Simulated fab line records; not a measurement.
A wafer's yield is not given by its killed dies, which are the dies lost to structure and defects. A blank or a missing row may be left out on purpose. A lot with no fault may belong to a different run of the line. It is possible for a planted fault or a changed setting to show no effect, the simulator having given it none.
What tool caused it? | flow sky130 | 10 lots, 30 wafers sampled, at 3 steps of a route of 708

## WHAT THE GAUGES READ, wafer by wafer
SKY_CONTACT_THK_MEAS_03. Usual: CONTACT_HDPCVD_THK 561 nm, standard deviation 5.9.
lot  | measured     | on            | CONTACT_HDPCVD_THK (nm) | flag
L208 | day 30 19:03 | film metro-02 | 563 570 560             |
L211 | day 31 19:14 | film metro-02 | 563 558 561             |
L212 | day 32 05:31 | film metro-04 | 565 564 558             |
L217 | day 34 21:09 | film metro-02 | 561 555 554             |
L218 | day 35 00:47 | film metro-03 | 562 556 559             |
L220 | day 35 01:16 | film metro-03 | 550 559 573             |
L222 | day 35 12:46 | film metro-02 | 559 563 562             |
L225 | day 36 05:36 | film metro-04 | 566 675 556 566 677 556 | OFF
L226 | day 36 12:55 | film metro-02 | 557 559 560             |
L230 | day 38 10:41 | film metro-03 | 576 577 579             |

## TOOL THAT RAN EACH LOT (tool first, then ch and the chambers of the sampled wafers, then the start)
lot  | SKY_LI_CONTACT_STRIP_16              | SKY_CONTACT_HDPCVD_02
L208 | plasma asher-03 ch 0,1, day 29 13:26 | hdpcvd-01 ch 0,2, day 30 18:59
L211 | plasma asher-01 ch 0,1, day 30 13:54 | hdpcvd-02 ch 0,2, day 31 19:10
L212 | plasma asher-03 ch 0,1, day 31 00:20 | hdpcvd-01 ch 0,1,2, day 32 05:28
L217 | plasma asher-01 ch 0,1, day 33 15:56 | hdpcvd-02 ch 0,1,2, day 34 21:05
L218 | plasma asher-03 ch 0,1, day 33 19:39 | hdpcvd-01 ch 0,1, day 35 00:40
L220 | plasma asher-01 ch 0,1, day 33 20:29 | hdpcvd-02 ch 0,1,2, day 35 01:11
L222 | plasma asher-01 ch 0,1, day 34 08:02 | hdpcvd-01 ch 0,1,2, day 35 12:42
L225 | plasma asher-03 ch 0,1, day 35 00:57 | hdpcvd-02 ch 0,1,2, day 36 05:31
L226 | plasma asher-04 ch 0,1, day 35 08:26 | hdpcvd-01 ch 0, day 36 12:43
L230 | plasma asher-03 ch 0,1, day 37 06:39 | hdpcvd-01 ch 0,1,2, day 38 10:37
- SKY_LI_CONTACT_STRIP_16: strips in O2/N2.
- SKY_CONTACT_HDPCVD_02: deposits SiO2, target thk 565 nm, time 94.2 s.

## AS READ BY THE TOOLS THEMSELVES (means over the sampled wafers that have a number; for cases with no such wafer, the mark the record gives instead)
SKY_LI_CONTACT_STRIP_16. Usual: drypump motor current A 5.8 A, standard deviation 0.43; oes product au 0.376 a.u., standard deviation 0.0049; strip time to endpoint s 3.50 s, standard deviation 0.032.
lot  | tool            | drypump motor current A (A) | oes product au (a.u.) | strip time to endpoint s (s) | flag
L208 | plasma asher-03 | 5.9                         | 0.370                 | 3.47                         |
L211 | plasma asher-01 | 5.4                         | 0.372                 | 3.45                         |
L212 | plasma asher-03 | 5.9                         | 0.379                 | 3.50                         |
L217 | plasma asher-01 | 5.4                         | 0.374                 | 3.52                         |
L218 | plasma asher-03 | 5.9                         | 0.375                 | 3.49                         |
L220 | plasma asher-01 | 5.8                         | 0.378                 | 3.48                         |
L222 | plasma asher-01 | 5.8                         | 0.370                 | 3.47                         |
L225 | plasma asher-03 | 5.7                         | 0.375                 | 3.51                         |
L226 | plasma asher-04 | 6.1                         | 0.380                 | 3.47                         |
L230 | plasma asher-03 | 5.9                         | 0.379                 | 3.50                         |

SKY_CONTACT_HDPCVD_02. Usual: sih4 flow sccm at 60.00 sccm, with a standard deviation of 0.17.
lot  | tool      | sih4 flow sccm (sccm) | flag
L208 | hdpcvd-01 | 59.86                 |
L211 | hdpcvd-02 | 60.17                 |
L212 | hdpcvd-01 | 59.97                 |
L217 | hdpcvd-02 | 59.99                 |
L218 | hdpcvd-01 | 60.04                 |
L220 | hdpcvd-02 | 59.96                 |
L222 | hdpcvd-01 | 59.87                 |
L225 | hdpcvd-02 | 63.92                 | OFF
L226 | hdpcvd-01 | 59.99                 |
L230 | hdpcvd-01 | 59.92                 |

## THE ANSWER, worked out from the rows above alone
Rule: take the mean of a lot's wafers that have a number; if it is more than 3 standard deviations from the usual mean, the lot is off. A lot without any number at a reading at which 4 lots or more have one is off too. Any other lot the step has rows for is counted as sound. The gauges are gone through in route order, then the tools' own readings, and for those a lot's mean is taken as printed above. The first step at which some lot is off is used, and at that step the reading that is off furthest; a lot without a number counts as furthest.
Off: L225, seen at SKY_CONTACT_THK_MEAS_03 (CONTACT_HDPCVD_THK).
A tool fits if, at a process step before that reading, it ran every lot that is off, and no sound lot after the first of them. Not tried: the gauges at SKY_CONTACT_THK_MEAS_03; whatever is off there is also off at SKY_CONTACT_HDPCVD_02, on other tools, and gauge error can't account for it. One candidate fits, namely hdpcvd-02 at SKY_CONTACT_HDPCVD_02. Its last sound lot is L220 (day 35 01:11), its first lot that is off L225 (day 36 05:31): a fault that began between those two fits.
The tool's own readings at SKY_CONTACT_HDPCVD_02 bear it out: on the lots that are off they differ by more than 5 times the standard deviation of the sound lots' means. sih4 flow sccm reads 63.92 sccm there against 59.97 sccm on the sound lots.

## WHAT THE SIMULATOR HAD PUT IN
hdpcvd-02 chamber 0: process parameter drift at SKY_CONTACT_HDPCVD_02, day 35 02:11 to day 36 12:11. From 60, the setting sih4 flow sccm moved by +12. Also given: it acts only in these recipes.
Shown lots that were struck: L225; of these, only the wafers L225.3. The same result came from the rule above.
